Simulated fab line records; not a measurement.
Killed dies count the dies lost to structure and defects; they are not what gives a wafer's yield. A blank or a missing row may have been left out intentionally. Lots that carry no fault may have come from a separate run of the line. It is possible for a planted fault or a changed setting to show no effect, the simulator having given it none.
Problem report in the 8D (eight disciplines) form, filled by code :: flow gf180mcu :: the parts of the form that need people (team, actions taken, sign-off) are left out

## 1. THE ISSUE
PASSIVATION_CVD_00_THK at GF_PASSIVATION_THK_MEAS_01 reads a mean of 1292 nm on 6 wafers of 2 lots; wafers without a fault read 998 nm with a standard deviation of 13. That is +23 standard deviations from the usual mean.
First seen on wafer L399.1, day 32 14:02, on film-metro-01. The record has a number at this step for 33 wafers belonging to 11 lots. Rule for "out" (also "out of limits"): further than 4 standard deviations from the usual mean. The rest of the wafers with a number are treated as sound.

## 2. WHAT IT IS; WHAT IT IS NOT
question: which readings at this step
is: PASSIVATION_CVD_00_THK
is not: -

question: which lots
is: L399, L400
is not: L384, L386, L387, L391, L392, L401, L402, L403, L407

question: which wafers of those lots
is: all that have a number
is not: -

question: read on which gauges
is: film-metro-01, film-metro-03
is not: film-metro-04

question: when
is: from day 32 14:02
is not: up to then (15 sound wafers); but 12 sound wafers of L401, L402, L403, L407 came after

## 3. WHAT RULES OUT EACH SUSPECT
Counting: a tool stays on the suspect list if, at a process step up to the reading, it processed all lots that are out and no sound lot following the first of them.
- ruled out: the gauge at GF_PASSIVATION_THK_MEAS_01. 2 gauges (film-metro-01, film-metro-03) read the wafers that are out.
- cvd-w-01 at GF_V4_CVD_23 (deposits W, target thk 350 nm, time 104.9 s): ruled out as a lasting fault. Sound lots L403 ran on it after its first lot that is out, L399 (day 29 10:13).
- pecvd-01 at GF_PASSIVATION_CVD_00 (deposits SiO2 from TEOS, target thk 1000 nm, time 111.95 s): kept. It ran every lot that is out, first L399 (day 32 13:58), and no sound lot after that; its last sound lot up to then is L392 (day 30 15:40).
The count leaves pecvd-01 at GF_PASSIVATION_CVD_00.

## 4. THE CAUSE (what the simulator had put in)
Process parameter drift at GF_PASSIVATION_CVD_00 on pecvd-01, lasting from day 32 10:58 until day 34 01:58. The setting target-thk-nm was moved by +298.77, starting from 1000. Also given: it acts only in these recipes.
After counting, this tool was the only one left.

## 5. THE CHAIN OF EFFECTS, in route order
Each row: a reading where the mean over the struck wafers with a number is more than 3 standard deviations away from the usual. Scope: only readings with a usual standard deviation given in the record; hours: median across lots of the time from each lot's start at the first step in this table that gives one to its start at this step; sigmas: change in usual standard deviations.
hours: 0
step: GF_PASSIVATION_THK_MEAS_01
reading: PASSIVATION_CVD_00_THK
usual: 998 nm
on struck wafers: 1292
change: +294
sigmas: +23

## 6. WHAT WOULD HAVE CAUGHT IT SOONER
3 hours passed between the start of the fault at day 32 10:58 and the first reading out of limits at a measuring or inspecting step in this record, taken at day 32 14:02.
No tool reading at GF_PASSIVATION_CVD_00 that has a usual standard deviation in the record was out on any struck wafer, so an alarm limit of 4 standard deviations on those readings would not have fired.
Of the lots that are out (2), L400 began GF_PASSIVATION_CVD_00 on pecvd-01 after day 32 14:02. Had the tool been put on hold then, it would have been spared.
